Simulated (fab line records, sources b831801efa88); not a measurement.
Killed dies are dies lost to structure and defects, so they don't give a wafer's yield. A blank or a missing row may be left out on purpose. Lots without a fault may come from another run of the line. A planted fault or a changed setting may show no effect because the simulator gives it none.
fab line records | flow gf180mcu | part 2 of 2: steps 27 to 34 of 34
record lots=5 wafers=15 last_day=34
route steps=602 shown HV_LDD@201
lots that met no fault: from a run of the same line without faults
start_h: hours from the record's first day to the start of the lot's first wafer shown | wait_h: hours since the lot's step before | " the same as in the row above | L1.1+2: a row that stands for several wafers | - no value, or no start given | * or withheld: withheld | < > ~ a bound
route shown NAME@n: a module of which the file shows steps, and the number in the route of the first | usual: mean/standard deviation of fault-free wafers | same: alike in all rows | chamber/n: place in a boat | sites: the reading at each site | _std_site: their standard deviation | _edge_site: outer sites' mean less inner sites' | radius_mm: how far each site lies from the wafer's centre | mask NAME#n: copy n | behind: the tool/chamber that last shaped the wafer | hold: why the lot was held/for how many hours/how that ended | device: the transistor (n, p or np) that didn't switch | end of line: the same wafers' tests at the end of the route | a step without rows: its recipe alone | killed: dies lost to structure and defects at the first sort, not the wafer's yield | map: a wafer's dies, x killed, . not, _ none there
set.NAME: the setting as run; set.NAME@STEP: as run at that earlier step | model.NAME: the simulator's own value behind a step, which no gauge read
lots at some steps of the route; a table a step, a row a wafer
services: from which hour (start_h, from the record's first day; less than 0 if before it) a tool's chamber was out of use, for how many hours, and why
## steps
# step GF_HV_LDD_CLEAN_51
# recipe chemistry=SC1/SC2 mix=1:4:20 temp_c=70 time_s=150 dry=n2_spin
# usual temp_c=70.01/0.13
# columns lot.wafer tool chamber start_h wait_h temp_c
L078.1 wet_bench-03 1 306.29 0.1 69.95
L078.3 " 1 " " 70.04
L078.5 " 1 " " 70.10
L083.2 wet_bench-03 2 342.44 0.0 69.71
L083.4 " 2 " " 69.94
L083.6 " 2 " " 69.91
L092.1 wet_bench-04 3 426.88 0.1 70.04
L092.3 " 3 " " 70.04
L092.5 " 3 " " 70.04
L096.3 wet_bench-01 2 449.98 0.0 70.11
L096.4 " 2 " " 69.98
L096.6 " 2 " " 70.11
L097.3 wet_bench-01 3 458.93 0.0 70.07
L097.4 " 3 " " 70.02
L097.5 " 3 " " 69.89
# step GF_HV_LDD_RTA_52
# recipe temp_c=1000 time_s=10 ambient=N2
# usual lamp_power_pct=33.8/0.35 wafer_temp_C_max=1005.0/1.2
# columns lot.wafer tool chamber start_h wait_h lamp_power_pct wafer_temp_C_max
L078.1 rtp_anneal-02 0 306.34 0.0 33.3 1003.8
L078.3 " 0 " " 33.3 1003.5
L078.5 " 0 " " 33.3 1004.4
L083.2 rtp_anneal-01 0 342.50 0.0 34.0 1005.4
L083.4 " 0 " " 34.0 1005.0
L083.6 " 0 " " 34.0 1005.7
L092.1 rtp_anneal-02 0 426.93 0.0 33.3 1004.2
L092.3 " 0 " " 33.3 1004.5
L092.5 " 0 " " 33.3 1004.9
L096.3 rtp_anneal-01 0 450.06 0.0 34.0 1005.7
L096.4 " 0 " " 34.0 1005.5
L096.6 " 0 " " 34.0 1005.2
L097.3 rtp_anneal-01 0 459.00 0.0 34.0 1005.8
L097.4 " 0 " " 34.1 1008.9
L097.5 " 0 " " 34.0 1004.7
# step GF_HV_LDD_RS_MEAS_53
# recipe thk_meas_gauge=four-point-probe
# usual HV_LDD_RS=418.1/0.84
# columns lot.wafer tool chamber start_h wait_h HV_LDD_RS[ohm/sq]
L078.1 film_metro-03 - 306.41 0.1 417.7
L078.3 " - " " 418.2
L078.5 " - " " 418.2
L083.2 film_metro-03 - 342.58 0.1 418.0
L083.4 " - " " 417.1
L083.6 " - " " 417.7
L092.1 film_metro-03 - 427.00 0.1 417.9
L092.3 " - " " 418.4
L092.5 " - " " 418.4
L096.3 film_metro-04 - 450.14 0.1 417.5
L096.4 " - " " 417.9
L096.6 " - " " 419.1
L097.3 film_metro-03 - 459.09 0.1 418.2
L097.4 " - " " 419.8
L097.5 " - " " 419.6
# step GF_HV_LDD_CVD_54
# recipe material=SiO2 target_thk_nm=10 precursor=TEOS temp_c=680 time_s=75 pressure_mtorr=400
# usual spike_tc_centre_C=680.8/1.3 zone_power_centre_pct=11.0/0.38
# columns lot.wafer tool chamber start_h wait_h spike_tc_centre_C zone_power_centre_pct
L078.1 lpcvd-02 0 306.53 0.1 679.5 11.4
L078.3 " 0 " " 680.2 11.5
L078.5 " 0 " " 680.8 11.3
L083.2 lpcvd-01 0 343.40 0.8 681.6 11.1
L083.4 " 0 " " 680.0 10.8
L083.6 " 0 " " 680.9 11.2
L092.1 lpcvd-02 0 427.14 0.1 680.1 11.5
L092.3 " 0 " " 679.9 11.4
L092.5 " 0 " " 679.6 11.4
L096.3 lpcvd-02 0 450.22 0.1 681.6 11.6
L096.4 " 0 " " 678.5 11.4
L096.6 " 0 " " 678.6 11.3
L097.3 lpcvd-02 0 459.17 0.1 680.6 11.4
L097.4 " 0 " " 679.7 11.4
L097.5 " 0 " " 680.4 11.6
# step GF_HV_LDD_THK_MEAS_55
# recipe reads=SiO2_of_HV_LDD_CVD_54
# usual HV_LDD_CVD_54_THK=10.09/0.18
# columns lot.wafer tool chamber start_h wait_h HV_LDD_CVD_54_THK[nm]
L078.1 film_metro-04 - 307.55 0.0 10.27
L078.3 " - " " 10.32
L078.5 " - " " 10.09
L083.2 film_metro-02 - 344.43 0.0 9.94
L083.4 " - " " 10.11
L083.6 " - " " 10.01
L092.1 film_metro-04 - 428.16 0.0 10.03
L092.3 " - " " 10.09
L092.5 " - " " 10.06
L096.3 film_metro-02 - 451.26 0.0 10.27
L096.4 " - " " 10.19
L096.6 " - " " 10.16
L097.3 film_metro-02 - 460.72 0.0 10.07
L097.4 " - " " 10.09
L097.5 " - " " 10.16
# step GF_HV_LDD_CVD_56
# recipe material=Si3N4 precursor=DCS/NH3 target_thk_nm=90 temp_c=770 time_s=1543 pressure_mtorr=250
# usual spike_tc_centre_C=770.5/1.2 zone_power_centre_pct=13.8/0.66
# columns lot.wafer tool chamber start_h wait_h spike_tc_centre_C zone_power_centre_pct
L078.1 lpcvd-02 0 307.61 0.1 770.4 14.0
L078.3 " 0 " " 769.7 14.4
L078.5 " 0 " " 768.2 14.4
L083.2 lpcvd-01 1 344.48 0.0 772.1 12.7
L083.4 " 1 " " 772.0 12.6
L083.6 " 1 " " 771.4 12.8
L092.1 lpcvd-02 0 428.22 0.1 769.0 14.4
L092.3 " 0 " " 768.7 14.3
L092.5 " 0 " " 769.3 14.3
L096.3 lpcvd-02 0 451.30 0.0 771.5 14.4
L096.4 " 0 " " 768.7 14.5
L096.6 " 0 " " 771.4 14.3
L097.3 lpcvd-01 1 460.76 0.0 771.1 12.9
L097.4 " 1 " " 769.7 12.7
L097.5 " 1 " " 769.9 12.7
# step GF_HV_LDD_THK_MEAS_57
# recipe reads=Si3N4_of_HV_LDD_CVD_56
# usual HV_LDD_CVD_56_THK=90.4/0.9
# columns lot.wafer tool chamber start_h wait_h HV_LDD_CVD_56_THK[nm]
L078.1 film_metro-03 - 309.04 0.0 91.1
L078.3 " - " " 90.3
L078.5 " - " " 91.0
L083.2 film_metro-04 - 345.92 0.0 90.7
L083.4 " - " " 89.9
L083.6 " - " " 89.9
L092.1 film_metro-02 - 429.65 0.0 90.3
L092.3 " - " " 91.1
L092.5 " - " " 90.9
L096.3 film_metro-04 - 452.75 0.0 90.9
L096.4 " - " " 90.3
L096.6 " - " " 90.0
L097.3 film_metro-02 - 462.21 0.0 89.0
L097.4 " - " " 89.4
L097.5 " - " " 90.1
# step GF_HV_LDD_ETCHBACK_58
# recipe chemistry=CH3F/O2 target=Si3N4 stop_on=SiO2 source_w=400 bias_w=80 pressure_mtorr=25 ch3f_flow_sccm=40 O2_flow_sccm=30 time_s=100 target_depth_a=900
# usual drypump_motor_current_A=5.6/0.46 oes_product_au=0.845/0.0067 rf_fwd_power_W=397.7/1.2 throttle_valve_pct=10.561/0.009
# columns lot.wafer tool chamber start_h wait_h drypump_motor_current_A oes_product_au rf_fwd_power_W rf_hours_counter_h throttle_valve_pct
L078.1 rie_diel-02 2 309.10 0.1 5.0 0.852 396.2 27 10.559
L078.3 " 3 " " 5.5 0.846 398.2 0 10.550
L078.5 " 3 " " 5.5 0.848 398.1 - 10.566
L083.2 rie_diel-04 0 345.97 0.0 6.6 0.844 397.4 53 10.553
L083.4 " 1 " " 5.2 0.850 397.8 47 10.565
L083.6 " 2 " " 5.3 0.842 397.9 - 10.569
L092.1 rie_diel-04 2 429.71 0.1 5.3 0.850 395.6 74 10.552
L092.3 " 1 " " 5.1 0.856 398.8 49 10.568
L092.5 " 0 " " 6.6 0.857 398.4 - 10.557
L096.3 rie_diel-03 2 452.79 0.0 6.1 0.841 397.8 0 10.566
L096.4 " 3 " " 5.8 0.845 398.2 2 10.557
L096.6 " 0 " " 5.1 0.851 397.6 - 10.572
L097.3 rie_diel-02 3 462.25 0.0 5.5 0.837 400.9 4 10.563
L097.4 " 0 " " 5.2 0.837 397.2 15 10.562
L097.5 " 2 " " 5.0 0.831 396.9 - 10.579
## services
# columns tool chamber start_h hours kind
rie_diel-02 - 257.64 0.4 repair
iline_stepper-02 - 264.29 1.7 pm
implanter-03 - 275.78 3.1 pm
implanter-01 - 285.54 3.0 repair
plasma_asher-01 - 293.54 2.0 repair
rie_diel-02 1 304.94 14.2 repair
iline_stepper-01 - 306.85 4.4 pm
rtp_anneal-02 - 321.27 3.5 pm
plasma_asher-02 - 335.47 1.6 repair
rie_diel-02 1 340.27 4.1 repair
wet_bench-04 - 357.12 40.8 pm
plasma_asher-04 - 360.28 8.3 repair
implanter-01 - 360.73 6.1 repair
implanter-03 - 364.68 1.2 repair
iline_stepper-02 - 376.71 3.7 repair
rie_diel-03 0 385.96 9.1 repair
plasma_asher-01 - 392.05 3.2 repair
rie_diel-04 1 392.67 1.6 repair
rie_diel-04 3 422.66 10.5 repair
implanter-04 - 432.44 3.1 repair
implanter-04 - 435.88 2.4 pm
rie_diel-02 0 442.80 2.3 repair
iline_stepper-01 - 447.29 1.7 pm
implanter-03 - 459.41 2.4 repair
